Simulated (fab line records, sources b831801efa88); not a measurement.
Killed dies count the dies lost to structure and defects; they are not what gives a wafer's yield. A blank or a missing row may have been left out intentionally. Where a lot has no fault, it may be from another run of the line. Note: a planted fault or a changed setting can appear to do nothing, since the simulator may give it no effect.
fab line records	flow sky130
record: lots: 12	wafers: 36	lastDay: 50
route steps=708 shown VT_ADJUST_HVTR@139 POLY_GATE@205 RES_PROTECT@214 PAD_OPEN@708
lots that met no fault: from a run of the same line without faults
startH: start of the lot's first displayed wafer, in hours after the record's first day	waitH: hours elapsed since this lot's preceding step	" same as the row above	L1.1+2: a single row standing in for several wafers	- no value present, or no start provided	* or withheld: withheld	< > ~ a bound
route shown NAME@n: names a module that has steps shown in the file, with the first one's number in the route	usual: mean and standard deviation over wafers with no fault	same: alike in all rows	chamber/n: place in a boat	sites: per-site readings	_std_site: the standard deviation of these	_edge_site: inner sites' mean taken away from outer sites' mean	radiusMm: for every site, how far away it sits from the centre of the wafer	mask NAME#n: copy n	behind: tool/chamber where the wafer was last shaped	hold: cause of the lot's hold/its duration in hours/its outcome	device: names the non-switching transistor (n, p or np)	end of line: the route-end tests of the same wafers	a step without rows: its recipe alone	killed: the dies lost at the first sort to structure and to defects; this is not the yield of the wafer	map: a wafer's dies, x killed, . not, _ none there
set.NAME: the setting as run; set.NAME@STEP: as run at that earlier step	model.NAME: the simulator's own value behind a step, which no gauge read
one table for each step of the route and one row for each wafer, over a sample of lots
services: when a tool's chamber went out of use (startH, in hours from the record's first day, below 0 if earlier), for how many hours, and the reason
== steps ==
step: SKY_VT_ADJUST_HVTR_OVL_MEAS_08
usual: VT_ADJUST_HVTR_OVL: 0.3/1.6
lot.wafer	tool	chamber	startH	waitH	VT_ADJUST_HVTR_OVL[nm]
L249.1	overlay-01	-	201.09	0.1	-2.4
L249.5	"	-	"	"	-2.8
L249.6	"	-	"	"	-2.1
L251.3	overlay-01	-	215.00	0.1	2.4
L251.4	"	-	"	"	2.2
L251.6	"	-	"	"	3.7
L252.3	overlay-01	-	220.65	0.1	-0.1
L252.4	"	-	"	"	0.0
L252.5	"	-	"	"	1.6
L253.1	overlay-02	-	232.93	0.1	0.5
L253.2	"	-	"	"	-1.2
L253.3	"	-	"	"	-1.3
L259.2	overlay-02	-	273.18	0.1	-0.1
L259.3	"	-	"	"	0.7
L259.5	"	-	"	"	1.1
L261.3	overlay-01	-	291.25	0.1	-0.4
L261.5	"	-	"	"	1.2
L261.6	"	-	"	"	0.9
L263.1	overlay-01	-	301.89	0.1	3.2
L263.2	"	-	"	"	2.5
L263.3	"	-	"	"	3.2
L266.1	overlay-01	-	336.58	0.1	0.7
L266.2	"	-	"	"	0.4
L266.5	"	-	"	"	1.6
L268.2	overlay-01	-	344.18	0.1	1.2
L268.5	"	-	"	"	-3.8
L268.6	"	-	"	"	-1.7
L269.1	overlay-01	-	348.05	0.1	-1.8
L269.4	"	-	"	"	-1.5
L269.5	"	-	"	"	-1.1
L270.3	overlay-01	-	361.83	0.1	-1.4
L270.4	"	-	"	"	0.1
L270.6	"	-	"	"	-0.9
L271.4	overlay-01	-	366.46	0.1	1.1
L271.5	"	-	"	"	3.1
L271.6	"	-	"	"	0.1
step: SKY_POLY_GATE_THK_MEAS_01
recipe: reads: poly-Si_of_POLY_GATE_CVD_00
usual: POLY_GATE_CVD_00_THK: 181.1/1.5
lot.wafer	tool	chamber	startH	waitH	POLY_GATE_CVD_00_THK[nm]
L249.1	filmMetro-01	-	314.77	0.0	183.1
L249.5	"	-	"	"	182.0
L249.6	"	-	"	"	183.6
L251.3	filmMetro-01	-	329.87	0.0	184.2
L251.4	"	-	"	"	183.5
L251.6	"	-	"	"	182.9
L252.3	filmMetro-01	-	334.73	0.0	182.1
L252.4	"	-	"	"	182.5
L252.5	"	-	"	"	183.8
L253.1	filmMetro-01	-	344.02	0.0	180.4
L253.2	"	-	"	"	180.5
L253.3	"	-	"	"	181.5
L259.2	filmMetro-04	-	387.97	0.0	179.7
L259.3	"	-	"	"	180.2
L259.5	"	-	"	"	180.0
L261.3	filmMetro-04	-	412.17	0.0	181.0
L261.5	"	-	"	"	181.3
L261.6	"	-	"	"	180.3
L263.1	filmMetro-04	-	423.72	0.0	179.0
L263.2	"	-	"	"	177.8
L263.3	"	-	"	"	179.3
L266.1	filmMetro-04	-	480.96	0.0	180.3
L266.2	"	-	"	"	180.3
L266.5	"	-	"	"	180.1
L268.2	filmMetro-01	-	480.97	0.0	181.2
L268.5	"	-	"	"	181.5
L268.6	"	-	"	"	181.7
L269.1	filmMetro-02	-	481.02	0.1	181.3
L269.4	"	-	"	"	181.5
L269.5	"	-	"	"	183.3
L270.3	filmMetro-04	-	490.95	0.0	181.7
L270.4	"	-	"	"	181.4
L270.6	"	-	"	"	182.4
L271.4	filmMetro-01	-	495.76	0.0	184.6
L271.5	"	-	"	"	182.7
L271.6	"	-	"	"	182.3
step: SKY_POLY_GATE_IMPLANT_02
recipe: species: P	energyKev: 30	doseCm2: 7.7e+15	tiltDeg: 0
usual: beamEnergyKeV: 30.001/0.0085
lot.wafer	tool	chamber	startH	waitH	beamEnergyKeV
L249.1	implanter-01	0	340.46	0.1	29.995
L249.5	"	0	"	"	29.997
L249.6	"	0	"	"	29.993
L251.3	implanter-04	0	356.30	0.1	30.002
L251.4	"	0	"	"	29.994
L251.6	"	0	"	"	29.990
L252.3	implanter-04	0	361.11	0.1	29.997
L252.4	"	0	"	"	29.996
L252.5	"	0	"	"	29.995
L253.1	implanter-02	0	370.85	0.1	30.012
L253.2	"	0	"	"	29.997
L253.3	"	0	"	"	29.994
L259.2	implanter-02	0	416.43	0.1	26.967
L259.3	"	0	"	"	26.966
L259.5	"	0	"	"	26.960
L261.3	implanter-02	0	441.80	0.1	26.960
L261.5	"	0	"	"	26.960
L261.6	"	0	"	"	26.958
L263.1	implanter-04	0	455.12	0.1	30.001
L263.2	"	0	"	"	29.995
L263.3	"	0	"	"	29.998
L266.1	implanter-02	0	510.17	0.1	30.013
L266.2	"	0	"	"	30.004
L266.5	"	0	"	"	30.026
L268.2	implanter-01	0	510.80	0.1	30.008
L268.5	"	0	"	"	30.009
L268.6	"	0	"	"	30.013
L269.1	implanter-02	0	511.07	0.1	29.988
L269.4	"	0	"	"	30.006
L269.5	"	0	"	"	29.995
L270.3	implanter-04	0	520.17	0.1	29.999
L270.4	"	0	"	"	30.010
L270.6	"	0	"	"	30.009
L271.4	implanter-02	0	524.43	0.1	29.996
L271.5	"	0	"	"	30.006
L271.6	"	0	"	"	29.998
step: SKY_RES_PROTECT_STRIP_07
recipe: chemistry: O2/N2	powerW: 1400	pressureMtorr: 1500	platenTempC: withheld	o2FlowSccm: 3000	n2FlowSccm: 300	overashFraction: 0.5
usual: drypumpMotorCurrentA: 5.7/0.43	oesProductAu: 0.517/0.0047	stripTimeToEndpointS: 23.29/0.035
lot.wafer	tool	chamber	startH	waitH	drypumpMotorCurrentA	oesProductAu	rfHoursCounterH	stripTimeToEndpointS
L249.1	plasmaAsher-01	0	340.61	0.1	5.3	0.515	68	23.24
L249.5	"	1	"	"	5.5	0.525	-	23.26
L249.6	"	0	"	"	5.3	0.516	-	23.21
L251.3	plasmaAsher-01	1	356.43	0.1	5.5	0.516	-	23.31
L251.4	"	0	"	"	5.3	0.517	-	23.29
L251.6	"	1	"	"	5.5	0.522	-	23.30
L252.3	plasmaAsher-01	0	361.25	0.1	5.3	0.519	-	23.32
L252.4	"	1	"	"	5.5	0.526	-	23.31
L252.5	"	0	"	"	5.3	0.523	-	23.32
L253.1	plasmaAsher-01	0	371.00	0.1	5.3	0.519	72	23.27
L253.2	"	1	"	"	5.5	0.515	72	23.22
L253.3	"	0	"	"	5.3	0.513	-	23.27
L259.2	plasmaAsher-02	1	416.55	0.1	6.2	0.531	30	22.39
L259.3	"	0	"	"	5.2	0.533	-	22.42
L259.5	"	0	"	"	5.2	0.530	-	22.40
L261.3	plasmaAsher-02	0	441.93	0.1	5.1	0.533	-	22.37
L261.5	"	1	"	"	6.2	0.524	-	22.40
L261.6	"	0	"	"	5.1	0.535	-	22.41
L263.1	plasmaAsher-03	1	455.27	0.1	6.2	0.518	61	23.30
L263.2	"	0	"	"	6.2	0.510	61	23.26
L263.3	"	0	"	"	6.1	0.508	-	23.24
L266.1	plasmaAsher-01	0	510.32	0.1	5.3	0.506	85	23.30
L266.2	"	1	"	"	5.5	0.513	85	23.33
L266.5	"	1	"	"	5.5	0.515	-	23.30
L268.2	plasmaAsher-02	1	510.92	0.1	6.2	0.522	40	23.29
L268.5	"	0	"	"	5.1	0.526	-	23.33
L268.6	"	1	"	"	6.2	0.521	-	23.31
L269.1	plasmaAsher-01	1	511.22	0.1	5.5	0.521	85	23.29
L269.4	"	1	"	"	5.5	0.520	-	23.30
L269.5	"	0	"	"	5.3	0.522	-	23.33
L270.3	plasmaAsher-03	0	520.30	0.1	6.2	0.527	-	23.24
L270.4	"	1	"	"	6.2	0.522	-	23.19
L270.6	"	1	"	"	6.2	0.510	-	23.21
L271.4	plasmaAsher-01	0	524.53	0.1	5.3	0.515	-	23.28
L271.5	"	1	"	"	5.5	0.518	-	23.32
L271.6	"	0	"	"	5.3	0.515	-	23.31
step: SKY_RES_PROTECT_TW_MEAS_08
usual: POLY_GATE_TW: 4089/31
lot.wafer	tool	chamber	startH	waitH	POLY_GATE_TW
L249.1	filmMetro-03	-	340.71	0.1	4132
L249.5	"	-	"	"	4161
L249.6	"	-	"	"	4155
L251.3	filmMetro-02	-	356.52	0.1	4098
L251.4	"	-	"	"	4102
L251.6	"	-	"	"	4094
L252.3	filmMetro-02	-	361.33	0.1	4060
L252.4	"	-	"	"	4059
L252.5	"	-	"	"	4078
L253.1	filmMetro-01	-	371.10	0.1	4074
L253.2	"	-	"	"	4049
L253.3	"	-	"	"	4082
L259.2	filmMetro-01	-	416.66	0.1	3975
L259.3	"	-	"	"	3986
L259.5	"	-	"	"	3972
L261.3	filmMetro-03	-	442.02	0.1	4045
L261.5	"	-	"	"	4037
L261.6	"	-	"	"	4032
L263.1	filmMetro-03	-	455.37	0.1	4139
L263.2	"	-	"	"	4147
L263.3	"	-	"	"	4124
L266.1	filmMetro-03	-	510.42	0.1	4133
L266.2	"	-	"	"	4136
L266.5	"	-	"	"	4113
L268.2	filmMetro-03	-	511.03	0.1	4086
L268.5	"	-	"	"	4078
L268.6	"	-	"	"	4095
L269.1	filmMetro-01	-	511.32	0.1	4037
L269.4	"	-	"	"	4061
L269.5	"	-	"	"	4059
L270.3	filmMetro-02	-	520.39	0.1	4093
L270.4	"	-	"	"	4075
L270.6	"	-	"	"	4080
L271.4	filmMetro-01	-	524.63	0.1	4051
L271.5	"	-	"	"	4057
L271.6	"	-	"	"	4059
step: SKY_POLY_GATE_OVL_MEAS_14
usual: POLY_GATE_OVL: 0/5.1
lot.wafer	tool	chamber	startH	waitH	POLY_GATE_OVL[nm]
L249.1	overlay-02	-	370.67	0.1	5
L249.5	"	-	"	"	1
L249.6	"	-	"	"	-9
L251.3	overlay-01	-	390.65	0.1	-3
L251.4	"	-	"	"	3
L251.6	"	-	"	"	3
L252.3	overlay-01	-	395.13	0.1	-3
L252.4	"	-	"	"	4
L252.5	"	-	"	"	-2
L253.1	overlay-02	-	405.37	0.1	1
L253.2	"	-	"	"	-2
L253.3	"	-	"	"	0
L259.2	overlay-02	-	450.43	0.1	0
L259.3	"	-	"	"	5
L259.5	"	-	"	"	-1
L261.3	overlay-01	-	474.45	0.1	12
L261.5	"	-	"	"	5
L261.6	"	-	"	"	12
L263.1	overlay-02	-	488.22	0.1	-10
L263.2	"	-	"	"	-4
L263.3	"	-	"	"	-10
L266.1	overlay-01	-	543.02	0.1	0
L266.2	"	-	"	"	4
L266.5	"	-	"	"	3
L268.2	overlay-02	-	543.70	0.1	-6
L268.5	"	-	"	"	-4
L268.6	"	-	"	"	-5
L269.1	overlay-01	-	544.04	0.1	2
L269.4	"	-	"	"	-2
L269.5	"	-	"	"	3
L270.3	overlay-02	-	552.10	0.1	-14
L270.4	"	-	"	"	1
L270.6	"	-	"	"	-1
L271.4	overlay-02	-	558.76	0.1	-6
L271.5	"	-	"	"	-11
L271.6	"	-	"	"	-5
step: SKY_PAD_OPEN_PROBE_99
usual: killed_at_M0_to_M3: 44/6.4	killed_at_M4_up: 3.0/1.8	killedAtContacts: 24/5	killedAtFrontEnd: 16/4.3	killedAtOther: 0.4/0.76	killedDies: 88/8.6	killedOpen: 47/7.2	killedShort: 40/5.5
same: grossDies: 492	killedAtBackSide: 0
lot.wafer	tool	chamber	startH	waitH	killed_at_M0_to_M3	killed_at_M4_up	killedAtContacts	killedAtFrontEnd	killedAtOther	killedDies	killedOpen	killedShort
L249.1	prober-01	-	1072.32	0.1	50	4	25	21	0	100	50	50
L249.5	prober-01	-	1072.52	0.2	40	5	25	17	0	87	45	42
L249.6	prober-01	-	1072.57	0.2	51	5	18	22	0	96	54	42
L251.3	prober-01	-	1085.65	0.2	39	4	16	12	0	71	35	36
L251.4	prober-01	-	1085.70	0.2	51	5	13	17	1	87	48	39
L251.6	prober-01	-	1085.80	0.2	51	5	22	18	0	96	61	35
L253.1	prober-01	-	1098.11	0.1	39	3	22	11	1	76	39	37
L253.2	prober-01	-	1098.16	0.1	50	4	30	7	0	91	42	49
L253.3	prober-01	-	1098.21	0.2	53	3	21	16	0	93	56	37
L261.3	prober-01	-	1139.32	0.2	56	3	20	14	3	96	43	49
L261.5	prober-01	-	1139.42	0.2	53	3	23	11	4	94	48	42
L261.6	prober-01	-	1139.47	0.2	38	4	19	16	1	78	48	27
L263.1	prober-01	-	1149.52	0.1	54	5	19	16	0	94	43	50
L263.2	prober-01	-	1149.57	0.1	44	4	23	20	0	91	44	46
L263.3	prober-01	-	1149.62	0.2	54	1	26	17	1	99	58	40
L270.3	prober-02	-	1190.47	0.2	37	4	17	15	1	74	50	22
L270.4	prober-02	-	1190.52	0.2	43	1	25	19	0	88	49	37
L270.6	prober-02	-	1190.62	0.2	41	0	32	17	0	90	50	39
killed by level:class
L249.1 VIA1:geometricParticle:open=17 METAL2:geometricParticle:short=9 POLY_GATE:geometricParticle:short=8 CONTACT:geometricParticle:open=8 POLY_GATE:geometricParticle:open=6 LI_CONTACT:geometricParticle:open=5 CONTACT:geometricParticle:short=5 METAL1:geometricParticle:short=5
L249.5 CONTACT:geometricParticle:open=9 VIA2:geometricParticle:open=9 LI_CONTACT:geometricParticle:open=7 POLY_GATE:geometricParticle:short=6 VIA1:geometricParticle:open=6 VIA1:geometricParticle:short=6 VIA3:geometricParticle:open=6 FIELD_ISO:geometricParticle:short=5
L249.6 VIA1:geometricParticle:open=14 POLY_GATE:geometricParticle:open=7 CONTACT:geometricParticle:open=7 VIA2:geometricParticle:open=7 POLY_GATE:geometricParticle:short=6 LI_CONTACT:geometricParticle:open=6 METAL2:geometricParticle:short=6 FIELD_ISO:geometricParticle:short=5
L251.3 VIA1:geometricParticle:open=7 LI_CONTACT:geometricParticle:open=6 VIA3:geometricParticle:open=6 CONTACT:geometricParticle:open=5 VIA1:geometricParticle:short=5 VIA2:geometricParticle:open=5 FIELD_ISO:geometricParticle:short=4 METAL1:geometricParticle:short=4
L251.4 VIA2:geometricParticle:open=13 VIA1:geometricParticle:open=10 VIA3:geometricParticle:open=8 CONTACT:geometricParticle:open=6 METAL1:geometricParticle:short=6 VIA1:geometricParticle:short=4 METAL4:geometricParticle:short=4 FIELD_ISO:geometricParticle:short=3
L251.6 VIA1:geometricParticle:open=17 CONTACT:geometricParticle:open=9 VIA3:geometricParticle:open=8 POLY_GATE:geometricParticle:short=6 VIA2:geometricParticle:open=6 VIA1:geometricParticle:short=6 POLY_GATE:geometricParticle:open=5 LI_CONTACT:geometricParticle:open=5
L253.1 VIA3:geometricParticle:open=8 METAL2:geometricParticle:short=7 VIA1:geometricParticle:open=7 LI_CONTACT:geometricParticle:open=5 CONTACT:geometricParticle:open=5 POLY_GATE:geometricParticle:open=4 CONTACT:geometricParticle:short=4 VIA1:geometricParticle:short=4
L253.2 VIA1:geometricParticle:open=12 METAL1:geometricParticle:short=10 LI_CONTACT:geometricParticle:open=9 CONTACT:geometricParticle:open=7 VIA1:geometricParticle:short=7 LI_CONTACT:geometricParticle:short=6 METAL3:geometricParticle:short=5 VIA3:geometricParticle:open=5
L253.3 VIA1:geometricParticle:open=21 CONTACT:geometricParticle:open=7 LI_CONTACT:geometricParticle:open=6 POLY_GATE:geometricParticle:open=5 METAL2:geometricParticle:short=5 METAL1:geometricParticle:short=5 VIA1:geometricParticle:short=5 SPACER:geometricParticle:open=4
L261.3 VIA1:geometricParticle:open=16 VIA1:geometricParticle:short=9 VIA2:geometricParticle:open=7 METAL2:geometricParticle:short=7 LI_CONTACT:geometricParticle:open=6 LI_CONTACT:geometricParticle:short=6 FIELD_ISO:geometricParticle:short=4 METAL1:geometricParticle:short=4
L261.5 VIA1:geometricParticle:open=14 VIA1:geometricParticle:short=9 CONTACT:geometricParticle:open=8 VIA2:geometricParticle:open=8 METAL2:geometricParticle:short=6 LI_CONTACT:geometricParticle:open=5 FIELD_ISO:geometricParticle:short=4 FIELD_ISO:geometricParticle:open=4
L261.6 VIA1:geometricParticle:open=9 CONTACT:geometricParticle:open=7 FIELD_ISO:geometricParticle:open=6 METAL1:geometricParticle:open=5 METAL1:geometricParticle:short=5 VIA2:geometricParticle:open=4 VIA3:geometricParticle:open=4 LI_CONTACT:geometricParticle:open=3
L263.1 VIA2:geometricParticle:open=8 METAL1:geometricParticle:short=7 VIA3:geometricParticle:open=7 VIA1:geometricParticle:open=7 CONTACT:geometricParticle:open=6 METAL2:geometricParticle:short=6 POLY_GATE:geometricParticle:short=5 VIA1:geometricParticle:short=5
L263.2 VIA1:geometricParticle:open=9 FIELD_ISO:geometricParticle:short=8 CONTACT:geometricParticle:open=8 LI_CONTACT:geometricParticle:open=7 VIA1:geometricParticle:short=6 METAL2:geometricParticle:short=6 VIA2:geometricParticle:open=6 METAL1:geometricParticle:short=5
L263.3 CONTACT:geometricParticle:open=13 VIA1:geometricParticle:open=11 LI_CONTACT:geometricParticle:open=9 VIA1:geometricParticle:short=8 METAL2:geometricParticle:short=7 VIA2:geometricParticle:open=7 VIA3:geometricParticle:open=7 FIELD_ISO:geometricParticle:open=5
L270.3 VIA1:geometricParticle:open=11 VIA2:geometricParticle:open=10 CONTACT:geometricParticle:open=9 FIELD_ISO:geometricParticle:open=6 VIA3:geometricParticle:open=5 POLY_GATE:geometricParticle:open=3 CONTACT:geometricParticle:short=3 VIA2:geometricParticle:short=3
L270.4 VIA1:geometricParticle:open=12 CONTACT:geometricParticle:open=10 FIELD_ISO:geometricParticle:short=8 LI_CONTACT:geometricParticle:open=6 VIA2:geometricParticle:open=6 VIA1:geometricParticle:short=5 VIA3:geometricParticle:open=5 METAL2:geometricParticle:short=5
L270.6 CONTACT:geometricParticle:open=13 LI_CONTACT:geometricParticle:open=10 VIA1:geometricParticle:open=10 VIA2:geometricParticle:open=8 FIELD_ISO:geometricParticle:short=5 POLY_GATE:geometricParticle:short=5 LOCAL_INTERCONNECT:geometricParticle:short=5 METAL2:geometricParticle:short=5
== services ==
tool	chamber	startH	hours	kind
plasmaAsher-02	-	328.95	5.1	repair
plasmaAsher-02	-	343.80	2.8	pm
implanter-01	-	354.64	6.5	pm
implanter-01	-	368.22	3.6	repair
implanter-02	-	378.81	3.5	repair
implanter-02	-	379.05	2.3	repair
plasmaAsher-01	-	380.61	15.6	pm
implanter-02	-	399.87	3.8	pm
plasmaAsher-03	-	414.37	14.3	repair
implanter-04	-	422.54	3.0	pm
implanter-04	-	434.55	1.2	repair
implanter-02	-	444.02	4.9	pm
implanter-02	-	456.54	6.3	repair
plasmaAsher-02	-	470.61	3.7	repair
implanter-04	-	475.26	3.5	repair
implanter-01	-	522.53	4.2	repair
== key ==
firstSign: step: SKY_POLY_GATE_IMPLANT_02	reading: beamEnergyKeV	direction: down	sigmas: 99+	usual: *	struck: *
effect: step: SKY_RES_PROTECT_STRIP_07	reading: stripTimeToEndpointS	direction: down	sigmas: 26	usual: *	struck: *
effect: step: SKY_RES_PROTECT_TW_MEAS_08	reading: POLY_GATE_TW	direction: down	sigmas: 2.6	usual: 4089	struck: 4008
metAt SKY_POLY_GATE_IMPLANT_02
struckLots L259,L261
testerLeftOut L259,L261
notActingAt SKY_VT_ADJUST_HVTR_OVL_MEAS_08,SKY_POLY_GATE_THK_MEAS_01,SKY_POLY_GATE_OVL_MEAS_14
onsetBetween 370.85 416.43
fault: kind: processParameterDrift	tool: implanter-02	chamber: -	onsetH: 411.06	steps: SKY_POLY_GATE_IMPLANT_02	channel: energyKev	offset: *	shape: step	endH: 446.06	actsIn: *	stated: *
testerLeftOut: of these lots the tester's yield and bins aren't shown, on N5 and GAA mostly nor the transistor test; their killed dies are dies lost to structure and defects alone, not to doping, threshold or leakage, so they don't give the yield
